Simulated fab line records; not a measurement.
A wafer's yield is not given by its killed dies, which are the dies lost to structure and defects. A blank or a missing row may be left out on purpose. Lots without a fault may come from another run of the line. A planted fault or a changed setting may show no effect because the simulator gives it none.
A lot that was struck, set against a sound lot ; flow sky130 ; 15 steps out of a route of 708
Sound: the wafers L754.3, L754.4, L754.5. Wafers L739.2, L739.3, L739.4 were the ones struck. The cause comes at the end.
Each step with rows lists, per side, the tool, then ch with its chambers, then its first start. Under that, the readings that differ: sound wafers ; struck wafers ; difference of the means ; sigmas: that difference in standard deviations of wafers without a fault.
alike: same words and numbers on both sides, and readings whose means sit less than 2 such deviations apart. not compared: any withheld reading, any reading some wafer has no value for, any bound like >300 that may hide the same value, and any number with overlapping values for which the record gives no deviation.
Wherever a step has rows on one side only, a row that says differs or no value, or a row with sigmas, the two part there. Non-overlapping numbers with no deviation appear without sigmas and do not part them. A reading that every wafer of one side lacks parts them only if that side has two wafers or more.

SKY_RES_XHIGH_TW_MEAS_09:
  sound on film_metro-04, day 33 08:58; struck on film_metro-02, day 28 22:56
reading;sound;struck;difference;sigmas
RES_XHIGH_TW;1691 1681 1686;1629 1628 1634;-56;-2
then, 7 steps without rows for these wafers: SKY_SD_N_DEHYDRATE_00 (time 60 s); SKY_SD_N_HMDS_01 (prime time 60 s); SKY_SD_N_COAT_02 (resist thk 1140 nm); SKY_SD_N_SOFTBAKE_03 (time 60 s); SKY_SD_N_EXPOSE_04 (exposes mask NSDM, target cd 380 nm); SKY_SD_N_PEB_05; SKY_SD_N_DEVELOP_06 (develop time 60 s).
SKY_SD_N_CD_MEAS_07 targets a cd of 380 nm.
  sound on cd_sem-01, day 34 12:05; struck on cd_sem-02, day 30 02:56
  alike: cd_nm
SKY_SD_N_OVL_MEAS_08:
  sound on overlay-02, day 34 12:10; struck on overlay-02, day 30 03:02
  alike: SD_N_OVL
then, 2 steps without rows for these wafers: SKY_SD_N_IMPLANT_09; SKY_SD_N_IMPLANT_10.
SKY_SD_N_STRIP_11: strips in O2/N2.
  sound on plasma_asher-02 ch 0,1, day 34 12:32; struck on plasma_asher-02 ch 0,1, day 30 03:22
  no value came back on the struck wafers for any of 5 readings (chamber_pressure_mTorr (mTorr), drypump_motor_current_A (A) and others); on the sound wafers chamber_pressure_mTorr (mTorr) reads 1500.3 1501.9 1502.0
reading;sound;struck;difference;sigmas
model.NOVOLAK_of_SD_N_COAT_02.thk_nm (nm);0 0 0;1139 1139 1139;+1139;
  not compared: rf_hours_counter_h
SKY_SD_N_TW_MEAS_12:
  sound on film_metro-02, day 34 12:37; struck on film_metro-03, day 30 03:28
  alike: SD_N_TW
-- the record jumps here: 17 days lie between the struck wafers' starts before and after (it left off in module SD_N and takes up again in module PAD_OPEN, whose first step shown is number 708 of the route) --
SKY_PAD_OPEN_PROBE_99:
  sound on prober-02, day 50 07:43; struck on prober-02, day 47 13:26
reading;sound;struck;difference;sigmas
hold;- - -;await_dispo/9.2h/scrap await_dispo/9.2h/scrap await_dispo/9.2h/scrap;no value on the sound wafers;
killed_at_front_end;16 17 23;413 411 419;+396;+88
killed_dies;92 78 87;492 492 492;+406;+44
killed_on_rim;20 15 16;96 96 96;+79;+23
  alike: killed_at_M0_to_M3, killed_at_M4_up, killed_at_contacts, killed_at_other, killed_open, killed_short

== WHERE THEY PART ==
First at SKY_RES_XHIGH_TW_MEAS_09; last, within this record, at SKY_PAD_OPEN_PROBE_99.

WHY: the cause the simulator had injected
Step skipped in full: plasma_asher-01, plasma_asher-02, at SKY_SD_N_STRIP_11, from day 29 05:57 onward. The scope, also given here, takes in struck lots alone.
